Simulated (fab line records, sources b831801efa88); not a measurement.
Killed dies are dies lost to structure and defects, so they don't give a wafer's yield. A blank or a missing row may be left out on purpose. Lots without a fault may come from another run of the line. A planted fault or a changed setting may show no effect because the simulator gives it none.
A struck lot beside a sound one | flow sky130 | 25 steps out of a route of 708
Sound: wafers L586.2, L586.3, L586.4. Struck: wafers L596.1, L596.2, L596.4. The cause comes at the end.
At each step with rows: each side's tool, then ch and its chambers, then its first start. Under that, the readings that differ: sound wafers | struck wafers | difference of the means | sigmas: that difference in standard deviations of wafers without a fault.
alike: readings whose means differ by less than 2 such deviations, and words and numbers that are the same on both sides. not compared: withheld readings, readings that some wafer has no value for, bounds like >300 that may hide the same value, and numbers for which the record gives no deviation and whose values overlap.
The two part at a step that has a row with sigmas, a row that says differs or no value, or rows on one side only. Numbers that don't overlap but have no deviation are shown without sigmas and don't part them. A reading that every wafer of one side lacks parts them only if that side has two wafers or more.

SKY_NWELL_RS_MEAS_31: measures by four-point-probe.
  sound on film_metro-03, day 6 10:35; struck on film_metro-03, day 8 19:17
  alike: PWDE_RS
then, 7 steps without rows for these wafers: SKY_VT_ADJUST_HVTP_DEHYDRATE_00 (time 60 s); SKY_VT_ADJUST_HVTP_HMDS_01 (prime time 60 s); SKY_VT_ADJUST_HVTP_COAT_02 (resist thk 1140 nm); SKY_VT_ADJUST_HVTP_SOFTBAKE_03 (time 60 s); SKY_VT_ADJUST_HVTP_EXPOSE_04 (exposes mask HVTPM, target cd 380 nm); SKY_VT_ADJUST_HVTP_PEB_05; SKY_VT_ADJUST_HVTP_DEVELOP_06 (develop time 60 s).
SKY_VT_ADJUST_HVTP_CD_MEAS_07: target cd 380 nm.
  sound on cd_sem-02, day 7 04:48; struck on cd_sem-01, day 9 17:11
  alike: cd_nm
SKY_VT_ADJUST_HVTP_OVL_MEAS_08:
  sound on overlay-02, day 7 04:55; struck on overlay-01, day 9 17:18
  alike: VT_ADJUST_HVTP_OVL
then, 1 step without rows for these wafers: SKY_VT_ADJUST_HVTP_IMPLANT_09.
SKY_VT_ADJUST_HVTP_STRIP_10: strips in O2/N2.
  sound on plasma_asher-01 ch 0,1, day 7 05:05; struck on plasma_asher-01 ch 0,1, day 9 17:29
  no value came back on the struck wafers for chamber_pressure_mTorr (mTorr), drypump_motor_current_A (A), oes_product_au (a.u.), strip_time_to_endpoint_s (s); on the sound wafers chamber_pressure_mTorr (mTorr) reads 1502.5 1500.7 1500.6
  reading                                             | sound | struck         | difference | sigmas
  model.NOVOLAK_of_VT_ADJUST_HVTP_COAT_02.thk_nm (nm) | 0 0 0 | 1141 1140 1139 | +1140      |
  not compared: rf_hours_counter_h
SKY_VT_ADJUST_HVTP_TW_MEAS_11:
  sound on film_metro-02, day 7 05:12; struck on film_metro-04, day 9 17:35
  reading           | sound          | struck         | difference | sigmas
  VT_ADJUST_HVTP_TW | 1343 1340 1339 | 1380 1379 1382 | +40        | +3
then, 7 steps without rows for these wafers: SKY_VT_ADJUST_LVTN_DEHYDRATE_00 (time 60 s); SKY_VT_ADJUST_LVTN_HMDS_01 (prime time 60 s); SKY_VT_ADJUST_LVTN_COAT_02 (resist thk 3000 nm); SKY_VT_ADJUST_LVTN_SOFTBAKE_03; SKY_VT_ADJUST_LVTN_EXPOSE_04 (exposes mask NWM COMPLEMENT LESS NATIVE, target cd 840 nm); SKY_VT_ADJUST_LVTN_PEB_05; SKY_VT_ADJUST_LVTN_DEVELOP_06 (develop time 60 s).
SKY_VT_ADJUST_LVTN_OVL_MEAS_07:
  sound on overlay-01, day 8 01:08; struck on overlay-01, day 10 16:59
  alike: VT_ADJUST_LVTN_OVL
then, 1 step without rows for these wafers: SKY_VT_ADJUST_LVTN_IMPLANT_08.
SKY_VT_ADJUST_LVTN_STRIP_09: strips in O2/N2.
  sound on plasma_asher-03 ch 0,1, day 8 01:19; struck on plasma_asher-02 ch 0,1, day 10 17:10
  reading                      | sound             | struck            | difference | sigmas
  strip_time_to_endpoint_s (s) | 36.79 36.95 36.80 | 53.74 53.72 53.77 | +16.90     | +99 or more
  alike: chamber_pressure_mTorr, drypump_motor_current_A, oes_product_au
  not compared: rf_hours_counter_h
SKY_VT_ADJUST_LVTN_TW_MEAS_10:
  sound on film_metro-04, day 8 01:26; struck on film_metro-04, day 10 17:29
  reading           | sound             | struck         | difference | sigmas
  VT_ADJUST_LVTN_TW | 243.4 245.2 244.2 | 30.4 30.3 30.4 | -213.9     | -97
  not compared: hold
SKY_PAD_OPEN_PROBE_99:
  the record has rows for the sound wafers here (prober-02, day 47 01:33) and none for the struck ones

WHERE THEY PART
First at SKY_VT_ADJUST_HVTP_STRIP_10; last, within this record, at SKY_PAD_OPEN_PROBE_99.

WHY: what the simulator had put in
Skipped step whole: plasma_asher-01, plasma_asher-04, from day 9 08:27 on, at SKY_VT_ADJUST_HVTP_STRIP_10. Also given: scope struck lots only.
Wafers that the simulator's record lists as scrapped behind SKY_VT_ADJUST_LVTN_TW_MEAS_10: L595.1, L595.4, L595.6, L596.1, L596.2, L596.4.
